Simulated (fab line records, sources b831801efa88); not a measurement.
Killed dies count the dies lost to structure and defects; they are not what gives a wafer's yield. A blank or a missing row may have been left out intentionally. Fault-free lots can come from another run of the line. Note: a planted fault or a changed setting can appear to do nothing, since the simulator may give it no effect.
Struck lot and sound lot, side by side | flow sky130 | 16 out of 708 route steps
Sound: the wafers L929.1, L929.3, L929.6. Struck: wafer L932.1. (L932.2, L932.5 of the same lot were not struck and are left out.) The cause comes at the end.
Order at every step that has rows: each side's tool, ch and its chambers, its first start. Under that, the readings that differ: sound wafers | struck wafers | difference of the means | sigmas: that difference in standard deviations of wafers without a fault.
alike: readings whose means differ by less than 2 such deviations, and words and numbers that are the same on both sides. not compared: withheld readings, readings that some wafer has no value for, bounds like >300 that may hide the same value, and numbers for which the record gives no deviation and whose values overlap.
The two part at a step that has a row with sigmas, a row that says differs or no value, or rows on one side only. Non-overlapping numbers with no deviation appear without sigmas and do not part them. A reading missing from all wafers of one side parts the sides only when that side holds two or more wafers.

first, 2 steps without rows for these wafers: SKY_METAL3_PEB_11; SKY_METAL3_DEVELOP_12 (develop time 60 s).
SKY_METAL3_CD_MEAS_13 targets a cd of 300 nm.
  sound on cdSem-02 at day 40 20:09; struck on cdSem-02 at day 41 17:24
  alike: cdNm
SKY_METAL3_OVL_MEAS_14:
  sound on overlay-01 at day 40 20:16; struck on overlay-01 at day 41 17:31
  alike: METAL3_OVL
SKY_METAL3_DESCUM_15: chemistry O2, time 8 s.
  sound on rieMetal-04 ch 0, day 40 20:19; struck on rieMetal-03 ch 1, day 41 17:34
  alike: drypumpMotorCurrentA, oesProductAu, tempC
  not compared: rfHoursCounterH
SKY_METAL3_ETCH_16: etches BARC in N2/H2, stops on SiO2, time 88.2 s, target depth 60 nm.
  sound on rieMetal-04 ch 0, day 40 20:20; struck on rieMetal-03 ch 1, day 41 17:35
  alike: drypumpMotorCurrentA, oesProductAu, throttleValvePct
  not compared: rfHoursCounterH
SKY_METAL3_ETCH_17: etches SiO2 in C4F8/O2/Ar, stops on TiN, time 3.9 s, target depth 15 nm.
  sound on rieDiel-04 ch 0,2, day 40 20:26; struck on rieDiel-01 ch 0, day 41 17:41
  alike: oesProductAu
  not compared: rfHoursCounterH
SKY_METAL3_METAL_ETCH_18: etches the open film in Cl2/BCl3, stops on SiO2, target depth 845 nm, time 183.1 s.
  sound on rieMetal-03 ch 0, day 40 20:28; struck on rieMetal-02 ch 1, day 41 17:43
  alike: drypumpMotorCurrentA, oesProductAu, throttleValvePct
  not compared: rfHoursCounterH
then, 4 steps without rows for these wafers: SKY_METAL3_STRIP_19 (strips in O2/N2); SKY_METAL3_STRIP_20 (strips in post etch residue remover, time 1200 s); SKY_METAL3_CLEAN_21 (cleans in IPA, time 180 s); SKY_METAL3_CLEAN_22 (cleans in O3/DIW).
SKY_VIA3_HDPCVD_00: deposits SiO2, target thk 1635 nm, time 272.5 s.
  sound on hdpcvd-02 ch 1,2, day 40 21:14; struck on hdpcvd-02 ch 1, day 41 18:29
reading                                 | sound             | struck | difference | sigmas
runLengthS (s)                          | 302.3 299.9 301.1 | 276.2  | -24.9      | -42
model.SiO2_of_VIA3_HDPCVD_00.thkNm (nm) | 1601 1641 1615    | 1528   | -91        | 
SKY_VIA3_THK_MEAS_01:
  sound on filmMetro-01 at day 40 21:24; struck on filmMetro-02 at day 41 18:38
reading              | sound          | struck | difference | sigmas
VIA3_HDPCVD_THK (nm) | 1602 1641 1616 | 1527   | -93        | -5
SKY_VIA3_CMP_02: polishes SiO2.
  sound on cmp-02 ch 0,1,3, day 40 21:28; struck on cmp-02 ch 1, day 41 18:42
  alike: motorCurrentA
-- the record jumps here: 7 days lie between the struck wafers' starts before and after (it left off in module VIA3 and takes up again in module PAD_OPEN, whose first step shown is number 708 of the route) --
SKY_PAD_OPEN_PROBE_99:
  rows exist in the record for the struck wafers here (prober-02, day 48 11:25), but not for the sound ones

== WHERE THEY PART ==
Earliest at SKY_VIA3_HDPCVD_00; latest, in this record, at SKY_PAD_OPEN_PROBE_99.

WHY: whatever the simulator had introduced
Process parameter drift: hdpcvd-02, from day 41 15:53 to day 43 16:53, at SKY_VIA3_HDPCVD_00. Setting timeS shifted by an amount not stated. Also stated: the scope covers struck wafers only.
